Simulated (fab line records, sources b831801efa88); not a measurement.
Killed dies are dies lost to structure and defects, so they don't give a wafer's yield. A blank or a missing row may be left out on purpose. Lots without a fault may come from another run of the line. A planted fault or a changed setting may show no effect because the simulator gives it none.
Which tool did it? | flow gf180mcu | 14 lots, 40 wafers sampled, at 6 steps of a route of 602

WHAT THE GAUGES READ, wafer by wafer
GF_VT_IMPLANT_TW_MEAS_43. Usual: VT_IMPLANT_4_TW 696, standard deviation 4.8.
lot  | measured     | on            | VT_IMPLANT_4_TW | flag
L572 | day 8 02:55  | film_metro-03 | 698 699 691     |
L573 | day 8 07:56  | film_metro-01 | 697 696 696     |
L574 | day 8 13:26  | film_metro-01 | 694 702 702     |
L576 | day 9 02:38  | film_metro-03 | 690 692 695     |
L577 | day 9 10:05  | film_metro-02 | 698 700 702     |
L578 | day 9 14:44  | film_metro-02 | 694 696 699     |
L580 | day 10 05:52 | film_metro-02 | 700 697 694     |
L583 | day 11 06:18 | film_metro-02 | 703 695         |
L584 | day 11 12:39 | film_metro-02 | 704 701 700     |
L586 | day 11 21:36 | film_metro-02 | 697 704         |
L589 | day 13 07:07 | film_metro-03 | 693 689 690     |
L591 | day 13 19:20 | film_metro-01 | 700 702 699     |
L592 | day 13 19:38 | film_metro-03 | 693 693 693     |
L593 | day 14 01:04 | film_metro-03 | 687 686 691     |

GF_DUAL_GATE_OVL_MEAS_11. Usual: DUAL_GATE_OVL 0.6 nm, standard deviation 1.3.
lot  | measured     | on         | DUAL_GATE_OVL (nm) | flag
L572 | day 8 21:20  | overlay-01 | 0.7 1.2 1.1        |
L573 | day 9 04:03  | overlay-02 | 3.0 1.3 1.3        |
L574 | day 9 08:37  | overlay-02 | 0.1 -0.4 2.9       |
L576 | day 9 22:10  | overlay-02 | 1.8 -0.3 0.9       |
L577 | day 10 04:56 | overlay-01 | 0.8 0.7 0.0        |
L578 | day 10 10:52 | overlay-01 | 0.8 0.1 1.1        |
L580 | day 11 03:20 | overlay-01 | 3.3 2.0 2.4        |
L583 | day 12 03:01 | overlay-02 | 0.7 0.9            |
L584 | day 12 10:30 | overlay-01 | 0.8 2.5 -0.7       |
L586 | day 12 19:19 | overlay-02 | 0.7 2.9            |
L589 | day 14 05:26 | overlay-01 | 0.7 2.6 1.5        |
L591 | day 14 18:27 | overlay-01 | 1.5 0.3 2.0        |
L592 | day 14 18:45 | overlay-01 | 0.1 1.3 -0.3       |
L593 | day 15 00:36 | overlay-01 | 0.7 0.3 1.5        |

GF_PSD_RS_MEAS_14: measures by four-point-probe. Usual: NSD_RS 46.18 ohm/sq, standard deviation 0.092.
lot  | measured     | on            | NSD_RS (ohm/sq)   | flag
L572 | day 14 21:50 | film_metro-03 | 46.16 46.03 46.09 |
L573 | day 15 04:31 | film_metro-01 | 46.13 46.10 46.26 |
L574 | day 15 10:59 | film_metro-03 | 46.24 46.22 46.30 |
L576 | day 16 04:38 | film_metro-02 | 46.03 46.12 46.01 |
L577 | day 16 14:19 | film_metro-01 | 46.15 46.25 46.21 |
L578 | day 16 19:11 | film_metro-02 | 46.16 46.11 46.19 |
L580 | day 17 15:44 | film_metro-02 | 46.14 46.27 46.15 |
L583 | day 18 21:20 | film_metro-01 | 44.78 44.66       | OFF
L584 | day 19 08:01 | film_metro-03 | 46.20 44.93 44.96 | OFF
L586 | day 19 19:13 | film_metro-01 | 44.88 44.89       | OFF
L589 | day 21 10:39 | film_metro-02 | 46.19 46.12 46.05 |
L591 | day 22 01:07 | film_metro-02 | 45.99 45.96 46.04 |
L592 | day 22 00:50 | film_metro-03 | 46.39 46.21 46.25 |
L593 | day 22 06:35 | film_metro-01 | 46.08 46.06 46.20 |

GF_PSD_RS_MEAS_15: measures by four-point-probe. Usual: PSD_RS 108.62 ohm/sq, standard deviation 0.28.
lot  | measured     | on            | PSD_RS (ohm/sq)      | flag
L572 | day 14 21:57 | film_metro-03 | 108.73 108.20 108.60 |
L573 | day 15 04:38 | film_metro-01 | 108.71 108.19 108.68 |
L574 | day 15 11:06 | film_metro-03 | 108.97 108.98 109.08 |
L576 | day 16 04:45 | film_metro-02 | 108.68 108.10 108.16 |
L577 | day 16 14:26 | film_metro-01 | 108.53 108.57 108.44 |
L578 | day 16 19:18 | film_metro-02 | 108.25 108.42 108.62 |
L580 | day 17 15:52 | film_metro-02 | 108.35 108.61 108.77 |
L583 | day 18 21:28 | film_metro-01 | 105.08 104.94        | OFF
L584 | day 19 08:08 | film_metro-03 | 109.06 105.87 105.91 | OFF
L586 | day 19 19:20 | film_metro-01 | 105.34 105.49        | OFF
L589 | day 21 10:46 | film_metro-02 | 108.73 108.32 108.52 |
L591 | day 22 01:14 | film_metro-02 | 108.13 108.30 108.53 |
L592 | day 22 00:57 | film_metro-03 | 108.95 108.88 108.40 |
L593 | day 22 06:42 | film_metro-01 | 108.40 108.26 108.41 |

WHICH TOOL RAN EACH LOT (tool, then ch and the chambers of the sampled wafers, then the start)
lot  | GF_VT_IMPLANT_RTA_45             | GF_PSD_RTA_13
L572 | rtp_anneal-02 ch 0, day 8 03:02  | rtp_anneal-02 ch 0, day 14 21:45
L573 | rtp_anneal-01 ch 0, day 8 08:03  | rtp_anneal-02 ch 0, day 15 04:26
L574 | rtp_anneal-01 ch 0, day 8 13:33  | rtp_anneal-02 ch 0, day 15 10:53
L576 | rtp_anneal-02 ch 0, day 9 02:45  | rtp_anneal-01 ch 0, day 16 04:32
L577 | rtp_anneal-02 ch 0, day 9 10:13  | rtp_anneal-01 ch 0, day 16 14:13
L578 | rtp_anneal-01 ch 0, day 9 14:51  | rtp_anneal-01 ch 0, day 16 19:05
L580 | rtp_anneal-01 ch 0, day 10 05:59 | rtp_anneal-02 ch 0, day 17 15:40
L583 | rtp_anneal-01 ch 0, day 11 06:26 | rtp_anneal-02 ch 0, day 18 21:14
L584 | rtp_anneal-02 ch 0, day 11 12:47 | rtp_anneal-02 ch 0, day 19 07:54
L586 | rtp_anneal-02 ch 0, day 11 21:44 | rtp_anneal-02 ch 0, day 19 19:06
L589 | rtp_anneal-01 ch 0, day 13 07:17 | rtp_anneal-01 ch 0, day 21 10:33
L591 | rtp_anneal-01 ch 0, day 13 19:26 | rtp_anneal-01 ch 0, day 22 01:01
L592 | rtp_anneal-02 ch 0, day 13 19:44 | rtp_anneal-01 ch 0, day 22 00:44
L593 | rtp_anneal-01 ch 0, day 14 01:11 | rtp_anneal-01 ch 0, day 22 06:29
- GF_VT_IMPLANT_RTA_45: time 30 s.
- GF_PSD_RTA_13: time 20 s.

WHAT THE TOOLS THEMSELVES READ (means of the sampled wafers that have a number; where no wafer has one, the mark that the record gives instead)
GF_VT_IMPLANT_RTA_45. Usual: lamp_power_pct 39 %, standard deviation 3.1; run_length_s 59.2 s, standard deviation 0.78; wafer_temp_C_max 1054.8, standard deviation 2.
lot  | tool          | lamp_power_pct (%) | run_length_s (s) | wafer_temp_C_max | flag
L572 | rtp_anneal-02 | 42                 | 59.3             | 1052.9           |
L573 | rtp_anneal-01 | 36                 | 58.7             | 1057.4           |
L574 | rtp_anneal-01 | 36                 | 58.6             | 1055.2           |
L576 | rtp_anneal-02 | 42                 | 59.2             | 1052.9           |
L577 | rtp_anneal-02 | 42                 | 59.2             | 1054.1           |
L578 | rtp_anneal-01 | 36                 | 58.6             | 1057.2           |
L580 | rtp_anneal-01 | 36                 | 58.7             | 1055.3           |
L583 | rtp_anneal-01 | 36                 | 58.5             | 1056.6           |
L584 | rtp_anneal-02 | 42                 | 59.2             | 1053.9           |
L586 | rtp_anneal-02 | 42                 | 59.2             | 1053.1           |
L589 | rtp_anneal-01 | 36                 | 60.9             | 1055.2           |
L591 | rtp_anneal-01 | 36                 | 58.6             | 1055.4           |
L592 | rtp_anneal-02 | 42                 | 59.2             | 1052.5           |
L593 | rtp_anneal-01 | 36                 | 58.7             | 1056.8           |

GF_PSD_RTA_13. Usual: lamp_power_pct 37 %, standard deviation 3; run_length_s 49.0 s, standard deviation 0.5; wafer_temp_C_max 1029.7, standard deviation 1.8.
lot  | tool          | lamp_power_pct (%) | run_length_s (s) | wafer_temp_C_max | flag
L572 | rtp_anneal-02 | 40                 | 49.1             | 1028.5           |
L573 | rtp_anneal-02 | 40                 | 49.1             | 1027.3           |
L574 | rtp_anneal-02 | 40                 | 49.1             | 1027.3           |
L576 | rtp_anneal-01 | 34                 | 48.6             | 1029.8           |
L577 | rtp_anneal-01 | 34                 | 48.7             | 1031.2           |
L578 | rtp_anneal-01 | 34                 | 48.5             | 1030.8           |
L580 | rtp_anneal-02 | 40                 | 49.2             | 1027.2           |
L583 | rtp_anneal-02 | 40                 | 55.5             | 1028.9           | OFF
L584 | rtp_anneal-02 | 40                 | 53.6             | 1027.8           | OFF
L586 | rtp_anneal-02 | 40                 | 55.7             | 1028.0           | OFF
L589 | rtp_anneal-01 | 34                 | 48.5             | 1031.0           |
L591 | rtp_anneal-01 | 34                 | 48.9             | 1030.7           |
L592 | rtp_anneal-01 | 34                 | 48.5             | 1031.7           |
L593 | rtp_anneal-01 | 34                 | 48.8             | 1031.3           |

THE ANSWER, worked out from the rows above alone
Rule: a lot is off if the mean of its wafers that have a number lies more than 3 standard deviations from the usual mean. A lot without any number at a reading at which 4 lots or more have one is off too. The other lots that the step has rows for count as sound. The gauges are gone through in route order, then the tools' own readings, and for those a lot's mean is taken as printed above. The first step at which some lot is off is used, and at that step the reading that is off furthest; a lot without a number counts as furthest.
Off: L583, L584, L586, at GF_PSD_RS_MEAS_14 (NSD_RS).
A tool fits if, at a process step before that reading, it ran every lot that is off, and no sound lot after the first of them. The gauges at GF_PSD_RS_MEAS_14 aren't tried: what is off there is off at GF_PSD_RTA_13 too, on other tools, and a gauge's error can't cause that. One fits: rtp_anneal-02 at GF_PSD_RTA_13. Its last sound lot is L580 (day 17 15:40), its first lot that is off L583 (day 18 21:14): a fault that began between those two fits.
The tool's own readings at GF_PSD_RTA_13 bear it out: on the lots that are off they differ by more than 5 times the standard deviation of the sound lots' means. run_length_s reads 54.9 s there against 48.8 s on the sound lots.

WHAT THE SIMULATOR HAD PUT IN
Process parameter drift: rtp_anneal-02, from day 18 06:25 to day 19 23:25, at GF_PSD_RTA_13. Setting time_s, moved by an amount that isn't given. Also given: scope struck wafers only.
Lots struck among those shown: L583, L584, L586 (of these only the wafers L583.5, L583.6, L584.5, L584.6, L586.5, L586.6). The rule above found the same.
